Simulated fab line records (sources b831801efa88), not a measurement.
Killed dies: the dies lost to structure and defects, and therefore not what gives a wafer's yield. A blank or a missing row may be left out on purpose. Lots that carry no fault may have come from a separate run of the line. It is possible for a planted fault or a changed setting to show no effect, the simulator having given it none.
fab line records ; flow sky130
[record] lots = 14; wafers = 42; last_day = 50
route steps=708 shown FIELD_ISO@1 NWELL@76 PAD_OPEN@708
lots with no fault: from the same line, run without faults
start_h: start of the lot's first displayed wafer, in hours after the record's first day ; wait_h: hours elapsed since this lot's preceding step ; " as in the row above ; L1.1+2: one row covering several wafers at once ; - value missing, or start not given ; * or withheld: withheld ; < > ~ a bound
route shown NAME@n: a module of which the file shows steps, and the number in the route of the first ; usual: average and standard deviation across the fault-free wafers ; same: alike in all rows ; chamber/n: place in a boat ; sites: the reading at each site ; _std_site: the values' standard deviation ; _edge_site: mean of outer sites minus mean of inner sites ; radius_mm: how far each site lies from the wafer's centre ; mask NAME#n: copy n ; behind: the last tool/chamber to shape the wafer ; hold: cause of the lot's hold/its duration in hours/its outcome ; device: which transistor (n, p or np) failed to switch ; end of line: the route-end tests of the same wafers ; where a step has no rows: the recipe by itself ; killed: not the wafer's yield, but the dies lost to structure and defects at the first sort ; map: shows each die of a wafer: x if killed, . if not, _ if none is there
set.NAME: setting as actually run; set.NAME@STEP: the setting as run at that earlier step ; model.NAME: the simulator's own value behind a step, which no gauge read
steps of the route over a sample of lots; a table a step, a row a wafer
services: a tool's chamber out of use, with start hour (start_h, from the record's first day; less than 0 if before it), hours out, and reason
[[steps]]
[step SKY_FIELD_ISO_BOW_MEAS_00]
[recipe] mode = bow
[usual] INCOMING_BOW = -1/6.2
lot.wafer;tool;chamber;start_h;wait_h;INCOMING_BOW[um]
L502.2;film_metro-02;-;10.02;-;-8
L502.3;film_metro-02;-;10.02;-;6
L502.5;film_metro-02;-;10.02;-;-11
L505.1;film_metro-01;-;25.00;-;5
L505.2;film_metro-01;-;25.00;-;-6
L505.5;film_metro-01;-;25.00;-;5
L507.1;film_metro-02;-;35.00;-;-4
L507.2;film_metro-02;-;35.00;-;6
L507.6;film_metro-02;-;35.00;-;3
L509.2;film_metro-02;-;45.02;-;6
L509.3;film_metro-02;-;45.02;-;-11
L509.4;film_metro-02;-;45.02;-;-6
L512.2;film_metro-04;-;60.02;-;-6
L512.4;film_metro-04;-;60.02;-;7
L512.5;film_metro-04;-;60.02;-;-6
L513.2;film_metro-04;-;65.02;-;12
L513.4;film_metro-04;-;65.02;-;-2
L513.5;film_metro-04;-;65.02;-;-2
L515.1;film_metro-02;-;75.00;-;-9
L515.2;film_metro-02;-;75.00;-;-6
L515.5;film_metro-02;-;75.00;-;3
L518.1;film_metro-01;-;90.00;-;-7
L518.2;film_metro-01;-;90.00;-;10
L518.6;film_metro-01;-;90.00;-;0
L520.1;film_metro-02;-;100.00;-;3
L520.5;film_metro-02;-;100.00;-;1
L520.6;film_metro-02;-;100.00;-;3
L521.1;film_metro-01;-;105.00;-;8
L521.4;film_metro-01;-;105.00;-;6
L521.6;film_metro-01;-;105.00;-;2
L522.1;film_metro-04;-;110.00;-;-10
L522.2;film_metro-04;-;110.00;-;7
L522.6;film_metro-04;-;110.00;-;-3
L523.1;film_metro-02;-;115.00;-;-6
L523.3;film_metro-02;-;115.00;-;-9
L523.6;film_metro-02;-;115.00;-;-3
L524.1;film_metro-04;-;120.00;-;4
L524.2;film_metro-04;-;120.00;-;-5
L524.5;film_metro-04;-;120.00;-;1
L525.3;film_metro-04;-;125.04;-;-5
L525.5;film_metro-04;-;125.04;-;-3
L525.6;film_metro-04;-;125.04;-;-2
[step SKY_FIELD_ISO_ETCH_15]
[recipe] chemistry = CHF3/O2; target_depth_nm = 180; stop_on = Si; source_w = 600; bias_w = 200; pressure_mtorr = 40; chf3_flow_sccm = 50; O2_flow_sccm = 5; time_s = 72
[usual] drypump_motor_current_A = 5.82/0.27; oes_product_au = 0.945/0.0062; run_length_s = 100.2/0.53; throttle_valve_pct = 8.845/0.0091
lot.wafer;tool;chamber;start_h;wait_h;drypump_motor_current_A;oes_product_au;rf_hours_counter_h;run_length_s;throttle_valve_pct
L502.2;rie_diel-01;3;29.12;0.0;5.45;0.937;153;99.6;8.840
L502.3;rie_diel-01;2;29.12;0.0;6.13;0.942;67;100.4;8.852
L502.5;rie_diel-01;1;29.12;0.0;5.52;0.942;-;99.3;8.845
L505.1;rie_diel-04;1;45.06;0.0;5.53;0.944;165;99.3;8.842
L505.2;rie_diel-04;3;45.06;0.0;5.78;0.945;84;100.2;8.842
L505.5;rie_diel-04;3;45.06;0.0;5.78;0.941;-;100.2;8.854
L507.1;rie_diel-02;3;52.93;0.0;5.57;0.948;142;100.7;8.852
L507.2;rie_diel-02;2;52.93;0.0;5.96;0.943;43;100.4;8.836
L507.6;rie_diel-02;3;52.93;0.0;5.58;0.942;-;100.8;8.843
L509.2;rie_diel-04;3;67.11;0.0;5.79;0.951;84;100.3;8.847
L509.3;rie_diel-04;1;67.11;0.0;5.52;0.949;166;99.3;8.849
L509.4;rie_diel-04;2;67.11;0.0;5.94;0.941;90;101.1;8.846
L512.2;rie_diel-02;0;81.81;0.0;6.00;0.940;120;100.2;8.838
L512.4;rie_diel-02;1;81.81;0.0;5.75;0.941;39;100.0;8.848
L512.5;rie_diel-02;3;81.81;0.0;5.57;0.945;-;101.1;8.830
L513.2;rie_diel-02;1;85.31;0.0;5.69;0.949;39;99.7;8.855
L513.4;rie_diel-02;2;85.31;0.0;5.95;0.939;44;100.8;8.824
L513.5;rie_diel-02;1;85.31;0.0;5.70;0.940;-;99.9;8.850
L515.1;rie_diel-01;1;96.21;0.0;5.49;0.933;152;99.4;8.831
L515.2;rie_diel-01;0;96.21;0.0;5.75;0.932;6;100.4;8.848
L515.5;rie_diel-01;3;96.21;0.0;5.46;0.942;-;100.1;8.858
L518.1;rie_diel-04;0;115.06;0.0;6.48;0.950;136;100.5;8.853
L518.2;rie_diel-04;2;115.06;0.0;5.96;0.949;91;100.7;8.845
L518.6;rie_diel-04;0;115.06;0.0;6.48;0.952;-;100.6;8.837
L520.1;rie_diel-02;0;123.36;0.0;5.96;0.939;121;100.1;8.838
L520.5;rie_diel-02;0;123.36;0.0;5.98;0.944;-;100.7;8.857
L520.6;rie_diel-02;3;123.36;0.0;5.62;0.941;-;101.0;8.856
L521.1;rie_diel-02;0;129.07;0.0;5.96;0.950;121;100.8;8.850
L521.4;rie_diel-02;1;129.07;0.0;5.72;0.949;40;99.8;8.852
L521.6;rie_diel-02;1;129.07;0.0;5.71;0.947;-;99.4;8.859
L522.1;rie_diel-02;2;133.31;0.0;5.95;0.944;45;100.2;8.854
L522.2;rie_diel-02;3;133.31;0.0;5.55;0.938;143;100.8;8.842
L522.6;rie_diel-02;2;133.31;0.0;5.95;0.939;-;100.1;8.854
L523.1;rie_diel-02;2;138.11;0.0;5.94;0.953;45;100.2;8.850
L523.3;rie_diel-02;1;138.11;0.0;5.73;0.947;40;99.4;8.839
L523.6;rie_diel-02;1;138.11;0.0;5.75;0.954;-;99.7;8.854
L524.1;rie_diel-01;2;142.97;0.0;6.14;0.936;69;100.4;8.845
L524.2;rie_diel-01;0;142.97;0.0;5.79;0.933;7;100.8;8.837
L524.5;rie_diel-01;0;142.97;0.0;5.77;0.944;-;100.6;8.852
L525.3;rie_diel-04;3;149.06;0.0;5.76;0.944;86;100.1;8.860
L525.5;rie_diel-04;1;149.06;0.0;5.53;0.942;-;99.6;8.843
L525.6;rie_diel-04;2;149.06;0.0;5.95;0.943;-;100.8;8.848
[step SKY_FIELD_ISO_WET_ETCH_30]
[recipe] chemistry = dHF; target_depth_nm = 25; target = SiO2; dilution = 10:1; temp_c = 25; time_s = 50
[usual] run_length_s = 79/3.3
lot.wafer;tool;chamber;start_h;wait_h;run_length_s
L502.2;wet_bench-02;0;39.73;0.0;82
L502.3;wet_bench-02;0;39.73;0.0;82
L502.5;wet_bench-02;0;39.73;0.0;82
L505.1;wet_bench-02;0;52.40;0.0;76
L505.2;wet_bench-02;0;52.40;0.0;76
L505.5;wet_bench-02;0;52.40;0.0;76
L507.1;wet_bench-01;3;60.32;0.0;82
L507.2;wet_bench-01;3;60.32;0.0;82
L507.6;wet_bench-01;3;60.32;0.0;82
L509.2;wet_bench-03;0;72.63;0.0;77
L509.3;wet_bench-03;0;72.63;0.0;77
L509.4;wet_bench-03;0;72.63;0.0;77
L512.2;wet_bench-01;0;89.64;0.0;57
L512.4;wet_bench-01;0;89.64;0.0;57
L512.5;wet_bench-01;0;89.64;0.0;57
L513.2;wet_bench-01;1;92.55;0.0;58
L513.4;wet_bench-01;1;92.55;0.0;58
L513.5;wet_bench-01;1;92.55;0.0;58
L515.1;wet_bench-03;3;103.10;0.0;82
L515.2;wet_bench-03;3;103.10;0.0;82
L515.5;wet_bench-03;3;103.10;0.0;82
L518.1;wet_bench-02;2;120.96;0.0;78
L518.2;wet_bench-02;2;120.96;0.0;78
L518.6;wet_bench-02;2;120.96;0.0;78
L520.1;wet_bench-02;3;130.51;0.0;75
L520.5;wet_bench-02;3;130.51;0.0;75
L520.6;wet_bench-02;3;130.51;0.0;75
L521.1;wet_bench-02;0;135.22;0.0;75
L521.4;wet_bench-02;0;135.22;0.0;75
L521.6;wet_bench-02;0;135.22;0.0;75
L522.1;wet_bench-02;3;139.09;0.0;75
L522.2;wet_bench-02;3;139.09;0.0;75
L522.6;wet_bench-02;3;139.09;0.0;75
L523.1;wet_bench-03;2;143.47;0.0;75
L523.3;wet_bench-03;2;143.47;0.0;75
L523.6;wet_bench-03;2;143.47;0.0;75
L524.1;wet_bench-02;3;150.87;0.0;74
L524.2;wet_bench-02;3;150.87;0.0;74
L524.5;wet_bench-02;3;150.87;0.0;74
L525.3;wet_bench-01;1;153.98;0.0;81
L525.5;wet_bench-01;1;153.98;0.0;81
L525.6;wet_bench-01;1;153.98;0.0;81
[step SKY_NWELL_OVL_MEAS_23]
[usual] NWELL_01_OVL = 0.0/1.5
lot.wafer;tool;chamber;start_h;wait_h;NWELL_01_OVL[nm]
L502.2;overlay-02;-;112.85;-;0.3
L502.3;overlay-02;-;112.85;-;1.2
L502.5;overlay-02;-;112.85;-;0.6
L505.1;overlay-02;-;124.45;-;-1.2
L505.2;overlay-02;-;124.45;-;-2.0
L505.5;overlay-02;-;124.45;-;-2.2
L507.1;overlay-02;-;129.55;-;-1.5
L507.2;overlay-02;-;129.55;-;-2.3
L507.6;overlay-02;-;129.55;-;-2.3
L509.2;overlay-02;-;146.21;-;1.2
L509.3;overlay-02;-;146.21;-;1.8
L509.4;overlay-02;-;146.21;-;1.1
L513.2;overlay-01;-;167.95;-;0.8
L513.4;overlay-01;-;167.95;-;1.2
L513.5;overlay-01;-;167.95;-;0.7
L512.2;overlay-01;-;168.50;-;-1.9
L512.4;overlay-01;-;168.50;-;0.2
L512.5;overlay-01;-;168.50;-;-0.9
L515.1;overlay-01;-;182.19;-;1.1
L515.2;overlay-01;-;182.19;-;-1.5
L515.5;overlay-01;-;182.19;-;1.2
L518.1;overlay-01;-;205.85;-;-1.4
L518.2;overlay-01;-;205.85;-;0.7
L518.6;overlay-01;-;205.85;-;-0.3
L520.1;overlay-02;-;214.00;-;2.3
L520.5;overlay-02;-;214.00;-;1.0
L520.6;overlay-02;-;214.00;-;3.6
L521.1;overlay-02;-;220.10;-;1.2
L521.4;overlay-02;-;220.10;-;1.7
L521.6;overlay-02;-;220.10;-;0.8
L522.1;overlay-02;-;223.14;-;1.5
L522.2;overlay-02;-;223.14;-;2.4
L522.6;overlay-02;-;223.14;-;0.6
L523.1;overlay-02;-;230.69;-;-1.5
L523.3;overlay-02;-;230.69;-;0.6
L523.6;overlay-02;-;230.69;-;-0.3
L524.1;overlay-01;-;237.05;-;0.4
L524.2;overlay-01;-;237.05;-;1.8
L524.5;overlay-01;-;237.05;-;-0.1
L525.3;overlay-01;-;242.31;-;-1.2
L525.5;overlay-01;-;242.31;-;-0.1
L525.6;overlay-01;-;242.31;-;-0.6
[step SKY_PAD_OPEN_PROBE_99]
[usual] killed_at_M0_to_M3 = 44/7.4; killed_at_M4_up = 3.0/1.6; killed_at_contacts = 24/5; killed_at_front_end = 15/4.6; killed_at_other = 0.4/0.65; killed_dies = 86/9.6; killed_open = 48/7.4; killed_short = 38/6.9
[same] gross_dies = 492; killed_at_back_side = 0
lot.wafer;tool;chamber;start_h;wait_h;killed_at_M0_to_M3;killed_at_M4_up;killed_at_contacts;killed_at_front_end;killed_at_other;killed_dies;killed_open;killed_short
L502.2;prober-02;-;1093.20;0.1;61;2;31;22;0;116;83;33
L502.3;prober-02;-;1093.25;0.2;40;6;21;16;0;83;45;38
L502.5;prober-02;-;1093.35;0.2;53;4;32;18;0;107;66;41
L505.1;prober-01;-;1099.91;0.1;42;2;22;10;0;76;45;31
L505.2;prober-01;-;1099.96;0.1;45;3;27;13;0;88;43;45
L505.5;prober-01;-;1100.11;0.2;47;3;23;18;0;91;53;37
L507.1;prober-02;-;1109.46;0.1;45;5;23;12;0;85;50;35
L507.2;prober-02;-;1109.51;0.1;34;4;17;15;1;71;42;29
L507.6;prober-02;-;1109.71;0.2;36;2;24;16;1;79;44;35
L509.2;prober-02;-;1118.96;0.1;50;3;24;11;1;89;46;41
L509.3;prober-02;-;1119.01;0.2;33;1;27;11;0;72;41;31
L509.4;prober-02;-;1119.06;0.2;58;6;19;16;1;100;51;49
L512.2;prober-02;-;1133.74;0.1;53;1;24;15;0;93;49;42
L512.4;prober-02;-;1133.84;0.2;48;2;26;16;0;92;58;34
L512.5;prober-02;-;1133.89;0.2;44;5;20;14;1;84;45;39
L515.1;prober-02;-;1146.27;0.1;28;2;23;13;0;66;37;29
L515.2;prober-02;-;1146.32;0.1;36;4;32;11;0;83;49;34
L515.5;prober-02;-;1146.47;0.2;42;4;27;22;0;95;52;43
L518.1;prober-01;-;1168.06;0.1;45;3;19;16;0;83;39;42
L518.2;prober-01;-;1168.11;0.1;45;2;34;10;1;92;50;40
L518.6;prober-01;-;1168.31;0.2;58;2;24;10;0;94;49;44
L520.1;prober-01;-;1185.01;0.1;51;5;21;11;0;88;48;40
L520.5;prober-01;-;1185.21;0.2;49;4;27;11;1;92;49;43
L520.6;prober-01;-;1185.26;0.2;34;5;21;15;0;75;47;28
L521.1;prober-02;-;1186.60;0.1;38;2;27;10;1;78;51;27
L521.4;prober-02;-;1186.75;0.2;29;3;24;9;0;65;36;29
L521.6;prober-02;-;1186.85;0.2;35;3;20;24;0;82;44;38
L522.1;prober-01;-;1187.26;0.1;46;3;33;12;0;94;51;43
L522.2;prober-01;-;1187.31;0.1;35;4;18;14;2;73;35;38
L522.6;prober-01;-;1187.51;0.2;48;2;23;11;0;84;58;26
L523.1;prober-02;-;1188.18;0.1;49;3;32;10;0;94;49;45
L523.3;prober-02;-;1188.28;0.2;48;1;30;13;0;92;54;38
L523.6;prober-02;-;1188.43;0.2;49;2;18;13;1;83;40;43
L524.1;prober-01;-;1190.52;0.1;40;3;25;26;0;94;61;33
L524.2;prober-01;-;1190.57;0.1;40;2;13;11;0;66;31;35
L524.5;prober-01;-;1190.72;0.2;49;5;34;19;0;107;62;45
L525.3;prober-02;-;1196.22;0.2;36;1;18;16;0;71;49;19
L525.5;prober-02;-;1196.32;0.2;57;6;24;15;1;103;55;46
L525.6;prober-02;-;1196.37;0.2;33;5;24;7;2;71;50;20
// killed by level:class
L502.2 VIA1:geometric_particle:open=23 VIA3:geometric_particle:open=13 CONTACT:geometric_particle:open=11 FIELD_ISO:geometric_particle:open=10 VIA2:geometric_particle:open=9 LI_CONTACT:geometric_particle:open=6 CONTACT:geometric_particle:short=5 FIELD_ISO:geometric_particle:short=4
L502.3 VIA3:geometric_particle:open=11 VIA1:geometric_particle:open=7 CONTACT:geometric_particle:open=7 LI_CONTACT:geometric_particle:open=5 METAL1:geometric_particle:short=5 METAL3:geometric_particle:short=5 FIELD_ISO:geometric_particle:open=4 CONTACT:geometric_particle:short=4
L502.5 VIA1:geometric_particle:open=13 CONTACT:geometric_particle:open=12 VIA2:geometric_particle:open=11 VIA1:geometric_particle:short=9 VIA3:geometric_particle:open=7 LI_CONTACT:geometric_particle:open=6 LOCAL_INTERCONNECT:geometric_particle:short=5 FIELD_ISO:geometric_particle:short=4
L505.1 VIA3:geometric_particle:open=9 LI_CONTACT:geometric_particle:open=8 CONTACT:geometric_particle:open=7 VIA1:geometric_particle:open=6 CONTACT:geometric_particle:short=5 METAL1:geometric_particle:short=5 METAL3:geometric_particle:short=4 VIA2:geometric_particle:short=4
L505.2 VIA3:geometric_particle:open=9 METAL1:geometric_particle:short=9 VIA1:geometric_particle:open=8 CONTACT:geometric_particle:open=6 LOCAL_INTERCONNECT:geometric_particle:short=5 POLY_GATE:geometric_particle:open=4 LI_CONTACT:geometric_particle:short=4 LI_CONTACT:geometric_particle:open=4
L505.5 VIA1:geometric_particle:open=12 LI_CONTACT:geometric_particle:open=8 CONTACT:geometric_particle:open=8 VIA3:geometric_particle:open=8 CONTACT:geometric_particle:short=6 METAL2:geometric_particle:short=6 VIA2:geometric_particle:open=6 POLY_GATE:geometric_particle:short=5
L507.1 VIA1:geometric_particle:open=13 VIA2:geometric_particle:open=10 CONTACT:geometric_particle:open=10 METAL2:geometric_particle:short=5 VIA3:geometric_particle:short=5 POLY_GATE:geometric_particle:open=4 LI_CONTACT:geometric_particle:open=4 LOCAL_INTERCONNECT:geometric_particle:short=4
L507.2 CONTACT:geometric_particle:open=6 VIA1:geometric_particle:short=6 VIA1:geometric_particle:open=6 VIA2:geometric_particle:open=6 VIA3:geometric_particle:open=6 LI_CONTACT:geometric_particle:open=5 METAL2:geometric_particle:short=4 FIELD_ISO:geometric_particle:short=3
L507.6 CONTACT:geometric_particle:open=10 POLY_GATE:geometric_particle:open=7 VIA3:geometric_particle:open=7 METAL2:geometric_particle:short=6 CONTACT:geometric_particle:short=5 VIA1:geometric_particle:open=5 VIA2:geometric_particle:open=4 VIA1:geometric_particle:short=4
L509.2 VIA1:geometric_particle:open=10 VIA2:geometric_particle:open=9 LI_CONTACT:geometric_particle:open=8 CONTACT:geometric_particle:short=8 VIA1:geometric_particle:short=7 METAL1:geometric_particle:short=6 CONTACT:geometric_particle:open=5 VIA3:geometric_particle:open=5
L509.3 LI_CONTACT:geometric_particle:open=10 METAL1:geometric_particle:short=7 VIA1:geometric_particle:open=7 LI_CONTACT:geometric_particle:short=5 CONTACT:geometric_particle:open=5 VIA3:geometric_particle:open=5 FIELD_ISO:geometric_particle:open=4 METAL3:geometric_particle:short=4
L509.4 VIA1:geometric_particle:open=14 METAL2:geometric_particle:short=10 VIA2:geometric_particle:open=8 LI_CONTACT:geometric_particle:open=6 CONTACT:geometric_particle:short=5 METAL1:geometric_particle:short=5 VIA1:geometric_particle:short=5 VIA3:geometric_particle:open=5
L512.2 VIA1:geometric_particle:open=19 LI_CONTACT:geometric_particle:open=8 METAL1:geometric_particle:short=8 VIA2:geometric_particle:open=6 CONTACT:geometric_particle:short=5 CONTACT:geometric_particle:open=5 FIELD_ISO:geometric_particle:short=4 POLY_GATE:geometric_particle:short=4
L512.4 CONTACT:geometric_particle:open=11 METAL2:geometric_particle:short=11 VIA1:geometric_particle:open=11 VIA2:geometric_particle:open=9 LI_CONTACT:geometric_particle:open=6 FIELD_ISO:geometric_particle:open=4 CONTACT:geometric_particle:short=4 POLY_GATE:geometric_particle:open=3
L512.5 VIA1:geometric_particle:open=9 CONTACT:geometric_particle:open=7 LI_CONTACT:geometric_particle:open=6 VIA1:geometric_particle:short=5 METAL4:geometric_particle:short=5 METAL2:geometric_particle:short=5 VIA2:geometric_particle:open=5 VIA2:geometric_particle:short=5
L515.1 LI_CONTACT:geometric_particle:open=10 VIA1:geometric_particle:open=6 CONTACT:geometric_particle:open=5 FIELD_ISO:geometric_particle:short=4 CONTACT:geometric_particle:short=4 METAL1:geometric_particle:short=4 METAL2:geometric_particle:short=4 VIA2:geometric_particle:open=4
L515.2 LI_CONTACT:geometric_particle:open=12 CONTACT:geometric_particle:short=8 CONTACT:geometric_particle:open=7 METAL1:geometric_particle:short=7 VIA2:geometric_particle:open=7 VIA1:geometric_particle:open=6 VIA3:geometric_particle:open=5 FIELD_ISO:geometric_particle:short=3
L515.5 CONTACT:geometric_particle:open=9 VIA1:geometric_particle:open=9 POLY_GATE:geometric_particle:open=7 LI_CONTACT:geometric_particle:open=7 VIA1:geometric_particle:short=7 METAL1:geometric_particle:short=6 LOCAL_INTERCONNECT:geometric_particle:short=6 FIELD_ISO:geometric_particle:short=5
L518.1 VIA1:geometric_particle:open=11 CONTACT:geometric_particle:open=9 METAL1:geometric_particle:short=8 VIA3:geometric_particle:open=5 VIA3:geometric_particle:short=5 FIELD_ISO:geometric_particle:open=4 POLY_GATE:geometric_particle:short=4 METAL3:geometric_particle:short=4
L518.2 CONTACT:geometric_particle:open=11 VIA1:geometric_particle:open=11 LOCAL_INTERCONNECT:geometric_particle:short=7 VIA3:geometric_particle:open=7 LI_CONTACT:geometric_particle:open=6 VIA1:geometric_particle:short=6 CONTACT:geometric_particle:short=5 METAL2:geometric_particle:short=4
L518.6 VIA1:geometric_particle:open=16 VIA3:geometric_particle:open=11 METAL1:geometric_particle:short=6 VIA1:geometric_particle:short=6 VIA3:geometric_particle:short=6 LI_CONTACT:geometric_particle:short=5 LI_CONTACT:geometric_particle:open=5 CONTACT:geometric_particle:open=5
L520.1 VIA1:geometric_particle:open=19 LOCAL_INTERCONNECT:geometric_particle:short=7 METAL2:geometric_particle:short=7 LI_CONTACT:geometric_particle:open=6 VIA1:geometric_particle:short=6 VIA2:geometric_particle:open=5 FIELD_ISO:geometric_particle:open=4 CONTACT:geometric_particle:open=4
L520.5 VIA1:geometric_particle:open=15 CONTACT:geometric_particle:open=11 LI_CONTACT:geometric_particle:open=6 VIA3:geometric_particle:open=5 VIA2:geometric_particle:short=5 METAL3:geometric_particle:short=5 CONTACT:geometric_particle:short=4 LOCAL_INTERCONNECT:geometric_particle:short=4
L520.6 CONTACT:geometric_particle:open=11 VIA3:geometric_particle:open=7 VIA1:geometric_particle:open=6 CONTACT:geometric_particle:short=5 METAL1:geometric_particle:short=4 FIELD_ISO:geometric_particle:open=3 METAL3:geometric_particle:open=3 POLY_GATE:geometric_particle:short=3
L521.1 CONTACT:geometric_particle:open=14 VIA1:geometric_particle:open=10 VIA2:geometric_particle:open=7 CONTACT:geometric_particle:short=6 POLY_GATE:geometric_particle:short=5 VIA3:geometric_particle:open=5 LI_CONTACT:geometric_particle:open=5 METAL1:geometric_particle:open=4
L521.4 CONTACT:geometric_particle:open=9 LI_CONTACT:geometric_particle:open=8 VIA1:geometric_particle:open=5 METAL3:geometric_particle:short=5 METAL2:geometric_particle:short=4 LOCAL_INTERCONNECT:geometric_particle:open=3 METAL4:geometric_particle:short=3 VIA2:geometric_particle:open=3
L521.6 VIA1:geometric_particle:short=8 VIA3:geometric_particle:open=7 FIELD_ISO:geometric_particle:short=6 CONTACT:geometric_particle:short=6 VIA1:geometric_particle:open=6 VIA2:geometric_particle:open=6 CONTACT:geometric_particle:open=5 FIELD_ISO:geometric_particle:open=4
L522.1 VIA1:geometric_particle:open=11 CONTACT:geometric_particle:short=10 LI_CONTACT:geometric_particle:open=9 VIA3:geometric_particle:open=8 CONTACT:geometric_particle:open=8 VIA2:geometric_particle:open=5 METAL1:geometric_particle:short=5 METAL2:geometric_particle:short=5
L522.2 CONTACT:geometric_particle:short=8 CONTACT:geometric_particle:open=8 VIA3:geometric_particle:open=6 METAL1:geometric_particle:short=6 VIA2:geometric_particle:open=6 POLY_GATE:geometric_particle:open=4 VIA1:geometric_particle:open=4 VIA2:geometric_particle:short=4
L522.6 VIA1:geometric_particle:open=13 LI_CONTACT:geometric_particle:open=11 VIA3:geometric_particle:open=8 CONTACT:geometric_particle:open=8 VIA2:geometric_particle:open=6 METAL1:geometric_particle:short=5 VIA2:geometric_particle:short=4 FIELD_ISO:geometric_particle:open=3
L523.1 CONTACT:geometric_particle:open=13 VIA1:geometric_particle:open=12 VIA1:geometric_particle:short=8 VIA3:geometric_particle:open=7 LOCAL_INTERCONNECT:geometric_particle:short=6 CONTACT:geometric_particle:short=6 LI_CONTACT:geometric_particle:open=5 METAL1:geometric_particle:short=5
L523.3 VIA1:geometric_particle:open=13 CONTACT:geometric_particle:open=10 LI_CONTACT:geometric_particle:open=7 VIA2:geometric_particle:open=7 CONTACT:geometric_particle:short=6 VIA1:geometric_particle:short=5 METAL1:geometric_particle:short=5 FIELD_ISO:geometric_particle:open=4
L523.6 VIA1:geometric_particle:short=11 VIA1:geometric_particle:open=11 METAL3:geometric_particle:short=6 LI_CONTACT:geometric_particle:open=6 FIELD_ISO:geometric_particle:open=4 CONTACT:geometric_particle:open=4 METAL2:geometric_particle:short=4 VIA2:geometric_particle:open=4
L524.1 FIELD_ISO:geometric_particle:open=12 LI_CONTACT:geometric_particle:open=11 VIA1:geometric_particle:open=8 FIELD_ISO:geometric_particle:short=7 CONTACT:geometric_particle:open=7 VIA2:geometric_particle:open=7 VIA1:geometric_particle:short=5 METAL1:geometric_particle:short=4
L524.2 METAL1:geometric_particle:short=7 VIA1:geometric_particle:open=7 CONTACT:geometric_particle:open=6 VIA1:geometric_particle:short=5 METAL3:geometric_particle:short=5 FIELD_ISO:geometric_particle:short=4 VIA2:geometric_particle:open=4 VIA3:geometric_particle:open=4
L524.5 CONTACT:geometric_particle:open=12 VIA1:geometric_particle:open=11 VIA2:geometric_particle:open=11 LI_CONTACT:geometric_particle:open=9 METAL2:geometric_particle:short=7 FIELD_ISO:geometric_particle:open=6 FIELD_ISO:geometric_particle:short=6 CONTACT:geometric_particle:short=5
L525.3 VIA1:geometric_particle:open=11 VIA2:geometric_particle:open=7 CONTACT:geometric_particle:open=7 VIA3:geometric_particle:open=6 LI_CONTACT:geometric_particle:open=5 FIELD_ISO:geometric_particle:open=4 POLY_GATE:geometric_particle:open=4 LOCAL_INTERCONNECT:geometric_particle:short=4
L525.5 VIA1:geometric_particle:open=15 VIA3:geometric_particle:open=10 LI_CONTACT:geometric_particle:open=8 CONTACT:geometric_particle:open=7 METAL1:geometric_particle:short=7 METAL4:geometric_particle:short=5 METAL2:geometric_particle:short=5 VIA2:geometric_particle:open=5
L525.6 VIA1:geometric_particle:open=13 CONTACT:geometric_particle:open=10 LI_CONTACT:geometric_particle:open=6 VIA3:geometric_particle:open=5 LOCAL_INTERCONNECT:geometric_particle:short=4 METAL1:geometric_particle:short=3 METAL2:geometric_particle:short=3 VIA2:geometric_particle:open=3
[[services]]
tool;chamber;start_h;hours;kind
wet_bench-01;-;44.62;2.2;repair
rie_diel-04;2;84.27;10.2;repair
wet_bench-02;-;93.59;10.2;repair
rie_diel-04;1;96.88;-;clean
rie_diel-04;1;96.88;20.6;scheduled_down
rie_diel-04;1;96.88;20.6;vent_cycle
wet_bench-01;-;122.65;1.8;repair
wet_bench-01;-;128.64;4.4;repair
[[key]]
[first_sign] step = SKY_FIELD_ISO_WET_ETCH_30; reading = run_length_s; direction = down; sigmas = 6.4; usual = *; struck = *
effect none on later readings
met_at SKY_FIELD_ISO_WET_ETCH_30
struck_lots L512,L513
rows_end L513.2,L513.4,L513.5
tester_left_out L512
not_acting_at SKY_FIELD_ISO_BOW_MEAS_00,SKY_FIELD_ISO_ETCH_15,SKY_NWELL_OVL_MEAS_23
onset_between 60.32 89.64
[fault] kind = process_parameter_drift; tool = wet_bench-01; chamber = -; onset_h = 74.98; steps = SKY_FIELD_ISO_WET_ETCH_30; channel = time_s; offset = *; shape = step; end_h = 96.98; acts_in = *; stated = *
// tester_left_out: of these lots the tester's yield and bins aren't shown, on N5 and GAA mostly nor the transistor test; their killed dies are dies lost to structure and defects alone, not to doping, threshold or leakage, so they don't give the yield
// rows_end: these wafers met a further fault down the route, and their rows from its step on are left out
